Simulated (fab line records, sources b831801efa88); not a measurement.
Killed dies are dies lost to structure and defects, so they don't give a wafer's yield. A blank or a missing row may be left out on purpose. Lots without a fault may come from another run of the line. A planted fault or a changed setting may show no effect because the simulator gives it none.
Problem report in the 8D (eight disciplines) form, filled by code | flow sky130 | the parts of the form that need people (team, actions taken, sign-off) are left out

1. THE PROBLEM
cathode_dc_power_W at SKY_METAL3_SPUTTER_04 reads a mean of 6671.6 W on 6 wafers of 2 lots; wafers without a fault read 6500.1 W with a standard deviation of 1.2. That is +99 or more standard deviations from the usual mean.
The step: material TiN, target thk 70 nm, time 58.3 s.
First seen on wafer L634.1, day 40 11:29, on pvd_sputter-02. The record holds 36 wafers of 12 lots with a number at this step. Rule for "out", or "out of limits": more than 4 standard deviations from the usual mean. The other wafers with a number count as sound.

2. WHAT IT IS AND WHAT IT IS NOT
question                    | is                     | is not
which readings at this step | cathode_dc_power_W     | throttle_valve_pct
which lots                  | L634, L635             | L622, L624, L625, L626, L627, L630, L631, L633, L644, L645
which wafers of those lots  | all that have a number | -
read on which tools         | pvd_sputter-02         | pvd_sputter-01, pvd_sputter-03
when                        | from day 40 11:29      | up to then (24 sound wafers); but 6 sound wafers of L644, L645 came after

3. SUSPECTS, AND WHAT RULES EACH OUT
Counting: a tool at a process step up to the reading stays a suspect if it ran every lot that is out and no sound lot after the first of them.
- pvd_sputter-02 at SKY_METAL3_SPUTTER_03 (material Ti, target thk 5 nm, time 3.3 s): kept. It ran every lot that is out, first L634 (day 40 11:28), and no sound lot after that; its last sound lot up to then is L631 (day 39 23:06).
- pvd_sputter-02 at SKY_METAL3_SPUTTER_04 (material TiN, target thk 70 nm, time 58.3 s): kept. It ran every lot that is out, first L634 (day 40 11:29), and no sound lot after that; its last sound lot up to then is L631 (day 39 23:07). Its own readings are out on those wafers: cathode_dc_power_W.
Left after counting: pvd_sputter-02 at SKY_METAL3_SPUTTER_03, pvd_sputter-02 at SKY_METAL3_SPUTTER_04.

4. THE CAUSE (what the simulator had put in)
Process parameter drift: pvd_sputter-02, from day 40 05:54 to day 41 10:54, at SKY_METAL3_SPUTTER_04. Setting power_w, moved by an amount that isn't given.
Counting left 2 suspects, and this tool is among them.

5. THE CHAIN OF EFFECTS, in route order
Each row: a reading whose mean over the struck wafers that have a number lies more than 3 standard deviations from the usual. Only readings for which the record gives a usual standard deviation are gone through. hours: the time from each lot's start at the first step in this table that gives one to its start at this step, as a median over the lots. sigmas: the change in usual standard deviations.
hours | step                  | reading            | usual    | on struck wafers | change | sigmas
0     | SKY_METAL3_SPUTTER_04 | cathode_dc_power_W | 6500.1 W | 6671.6           | +171.5 | +99 or more
The process steps in it:
- SKY_METAL3_SPUTTER_04: material TiN, target thk 70 nm, time 58.3 s.

6. WHAT WOULD HAVE CAUGHT IT SOONER
In this record the first reading out of limits was taken at day 40 11:29, 6 hours after the fault began at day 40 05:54.
